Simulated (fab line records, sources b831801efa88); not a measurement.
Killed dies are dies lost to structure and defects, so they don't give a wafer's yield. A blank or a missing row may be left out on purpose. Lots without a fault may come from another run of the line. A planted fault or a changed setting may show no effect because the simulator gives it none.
One fault seen from 2 desks | flow sky130 | each desk has only its own numbers; what lay behind them comes last

THE TOOL OWNER'S DESK: rie_metal-01
The tool's own readings at SKY_LOCAL_INTERCONNECT_ETCH_13 (etches BARC in N2/H2, stops on SiO2, time 45.9 s, target depth 60 nm): means of the sampled wafers that have a number, for each lot that ran on this tool. A lot is out of limits, marked OUT, if its mean lies more than 4 standard deviations from the usual mean; the brackets give that distance.
Columns: A = chamber_pressure_mTorr at SKY_LOCAL_INTERCONNECT_ETCH_13, usual 30.000 mTorr; B = drypump_motor_current_A at SKY_LOCAL_INTERCONNECT_ETCH_13, usual 5.4 A; C = he_backside_leak_sccm at SKY_LOCAL_INTERCONNECT_ETCH_13, usual 3.39 sccm; D = oes_product_au at SKY_LOCAL_INTERCONNECT_ETCH_13, usual 0.855 a.u.; E = throttle_valve_pct at SKY_LOCAL_INTERCONNECT_ETCH_13, usual 13.226 %
lot  | first seen here | A                | B   | C    | D     | E
L937 | day 32 11:23    | 28.021 (-79) OUT | 5.6 | 3.58 | 0.856 | 13.231
L940 | day 33 11:32    | 27.990 (-80) OUT | 5.6 | 3.58 | 0.857 | 13.224
L954 | day 37 16:18    | 30.004           | 5.5 | 3.53 | 0.853 | 13.221
This desk's finding: out of limits on L937, L940; first on L937, day 32 11:23 (chamber_pressure_mTorr at SKY_LOCAL_INTERCONNECT_ETCH_13). In limits: L954.

THE METROLOGY DESK
What the gauges read, lot by lot, whatever tool the lot ran on: means of the sampled wafers that have a number. A lot is out of limits, marked OUT, if its mean lies more than 4 standard deviations from the usual mean; the brackets give that distance.
Columns: A = LOCAL_INTERCONNECT_TIN_RS at SKY_LOCAL_INTERCONNECT_RS_MEAS_01, usual 14.11 ohm/sq; B = LOCAL_INTERCONNECT_TIN_THK at SKY_LOCAL_INTERCONNECT_THK_MEAS_02, usual 99.4 nm; C = cd_nm at SKY_LOCAL_INTERCONNECT_CD_MEAS_11, usual 170.7 nm; D = LOCAL_INTERCONNECT_OVL at SKY_LOCAL_INTERCONNECT_OVL_MEAS_12, usual 3 nm
lot  | first seen here | A     | B     | C     | D
L934 | day 30 10:54    | 14.01 | 100.3 | 167.8 | -1
L937 | day 31 08:56    | 14.15 | 98.9  | 169.5 | 4
L940 | day 32 08:11    | 14.08 | 99.2  | 170.8 | 5
L941 | day 32 15:45    | 14.12 | 99.0  | 170.2 | -3
L947 | day 34 14:42    | 14.00 | 100.5 | 171.0 | 1
L954 | day 36 14:26    | 14.16 | 99.4  | 173.4 | 7
This desk's finding: nothing out of limits on any of the 6 lots.

PUT TOGETHER
The tool owner's desk could have raised an alarm at day 32 11:23, on L937, L940.
The metrology desk saw nothing out of limits.
The metrology desk has L937, L940 on record, within its limits.
Of the lots named, all ran SKY_LOCAL_INTERCONNECT_ETCH_13 on rie_metal-01.

WHAT THE SIMULATOR HAD PUT IN
Process parameter drift: rie_metal-01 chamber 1, from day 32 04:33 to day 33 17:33, at SKY_LOCAL_INTERCONNECT_ETCH_13. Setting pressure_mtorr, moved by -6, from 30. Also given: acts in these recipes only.
Lots struck among those shown: L937, L940.
Hours from the fault's start to each desk's first reading out of limits: the tool owner's desk, 7.
